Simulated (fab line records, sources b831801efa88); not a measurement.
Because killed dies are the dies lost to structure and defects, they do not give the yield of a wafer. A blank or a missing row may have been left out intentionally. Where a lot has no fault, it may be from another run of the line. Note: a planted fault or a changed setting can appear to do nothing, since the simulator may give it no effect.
Which tool did it? -- flow sfq line -- 14 lots, 42 wafers sampled, at 1 step of a route of 325

== WHAT THE GAUGES SHOWED, per wafer ==
SFQ_M0_OVL_MEAS_906.
lot,measured,on,M0_OVL (nm)
L631,day 10 23:49,overlay-02,-3 -4 -3
L632,day 11 09:23,overlay-02,-3 -5 1
L634,day 11 23:47,overlay-02,-2 -1 0
L636,day 12 22:35,overlay-01,-1 0 -4
L637,day 13 05:47,overlay-02,4 4 4
L638,day 13 15:23,overlay-02,1 1 -7
L639,day 13 17:49,overlay-01,-9 -8 -2
L641,day 14 04:24,overlay-02,-6 -7 -4
L643,day 14 12:48,overlay-01,-6 -3 -4
L644,day 14 15:11,overlay-02,-3 -1 1
L645,day 14 16:23,overlay-01,3 6 1
L646,day 16 09:11,overlay-02,-3 -4 -4
L647,day 16 14:00,overlay-02,6 3 0
L648,day 17 03:11,overlay-02,1 -3 4

== WHICH TOOL RAN EACH LOT (tool, then ch and the chambers of the sampled wafers, then the start) ==
Before these readings, the record contains no process step.

== WHAT THE TOOLS THEMSELVES READ (means of the sampled wafers that have a number; where no wafer has one, the mark that the record gives instead) ==
The record holds no such reading with a usual standard deviation.

== THE ANSWER, worked out from the rows above alone ==
Rule: what is usual is taken from the lots themselves. Put in order of their means at a reading, lots are off if they are a third of the lots or fewer, leave a main group of 4 or more, and stand apart from it by a gap of 3 or more times the standard deviation of the main group's means; of several such gaps the widest counts. If all means in a main group match to the digits the tables above print for the reading, that group is not used. A lot without any number at a reading at which 4 lots or more have one is off too. The other lots that the step has rows for count as sound. First the gauges in route order, then the tools' own readings, where a lot's mean is used as printed above. At the first step where some lot is off, the reading lying furthest off is the one used; lots without a number count as furthest.
None of the lots is off at any reading shown; this tells nothing.

== WHAT THE SIMULATOR HAD PUT IN ==
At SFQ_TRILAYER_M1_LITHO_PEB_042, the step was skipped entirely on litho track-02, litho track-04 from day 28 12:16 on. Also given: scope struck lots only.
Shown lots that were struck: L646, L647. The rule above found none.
